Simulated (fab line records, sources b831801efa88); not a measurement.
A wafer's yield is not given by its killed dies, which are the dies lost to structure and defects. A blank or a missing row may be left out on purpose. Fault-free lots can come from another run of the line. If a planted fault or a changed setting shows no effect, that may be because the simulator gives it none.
Which tool is to blame? ; flow sky130 ; Sampling: 7 lots, 21 wafers, 4 of 708 route steps

== WHAT THE GAUGES READ, wafer by wafer ==
SKY_CAPM_THK_MEAS_01.
lot;measured;on;CAPM_CVD_00_THK (nm)
L403;day 36 21:03;film-metro-04;15.19 15.19 15.63
L405;day 37 10:04;film-metro-02;15.34 15.67
L416;day 40 17:46;film-metro-02;15.15 15.57 15.64
L418;day 41 10:46;film-metro-04;14.89 15.42 15.36
L420;day 42 12:49;film-metro-04;15.75 15.48 15.92
L422;day 42 15:32;film-metro-02;15.45 16.08 15.48
L425;day 42 21:47;film-metro-04;15.55 15.75 15.70

== WHAT TOOL EACH LOT RAN ON (gives the tool, then ch and the chambers of the sampled wafers, and finally the start) ==
lot;SKY_METAL2_SPUTTER_01;SKY_METAL2_SPUTTER_04;SKY_VIA2_CMP_24
L403;pvd-sputter-03, day 34 12:32;pvd-sputter-03, day 34 12:36;cmp-02 ch 0,2, day 36 20:37
L405;pvd-sputter-04, day 35 01:40;pvd-sputter-04, day 35 01:44;cmp-01 ch 0,1, day 37 09:35
L416;pvd-sputter-04, day 38 11:22;pvd-sputter-04, day 38 11:26;cmp-02 ch 0,3, day 40 17:19
L418;pvd-sputter-03, day 39 05:59;pvd-sputter-03, day 39 06:04;cmp-02 ch 0,1, day 41 10:17
L420;pvd-sputter-02, day 40 09:57;pvd-sputter-02, day 40 10:01;cmp-01 ch 1,2, day 42 12:21
L422;pvd-sputter-03, day 40 12:19;pvd-sputter-03, day 40 12:23;cmp-02 ch 0,1,2, day 42 15:02
L425;pvd-sputter-04, day 40 19:37;pvd-sputter-04, day 40 19:41;cmp-01 ch 0,2,3, day 42 21:26
- SKY_METAL2_SPUTTER_01: material TiN, target thk 20 nm, time 16.7 s.
- SKY_METAL2_SPUTTER_04: material TiN, target thk 70 nm, time 58.3 s.
- SKY_VIA2_CMP_24: polishes, stops on SiO2, t overpolish 20 s, target thk 0 nm.

== THE ANSWER, worked out from the rows above alone ==
Rule: what is usual is taken from the lots themselves. Put in order of their means at a reading, lots are off if they are a third of the lots or fewer, leave a main group of 4 or more, and stand apart from it by a gap of 3 or more times the standard deviation of the main group's means; of several such gaps the widest counts. Not used: any main group whose means are identical at the precision the tables above print for the reading. Also off: a lot with no number at a reading for which 4 or more lots have one. The other lots that the step has rows for count as sound.
Across all readings shown, no lot is off: no conclusion can be drawn from this.

== WHAT THE SIMULATOR HAD PUT IN ==
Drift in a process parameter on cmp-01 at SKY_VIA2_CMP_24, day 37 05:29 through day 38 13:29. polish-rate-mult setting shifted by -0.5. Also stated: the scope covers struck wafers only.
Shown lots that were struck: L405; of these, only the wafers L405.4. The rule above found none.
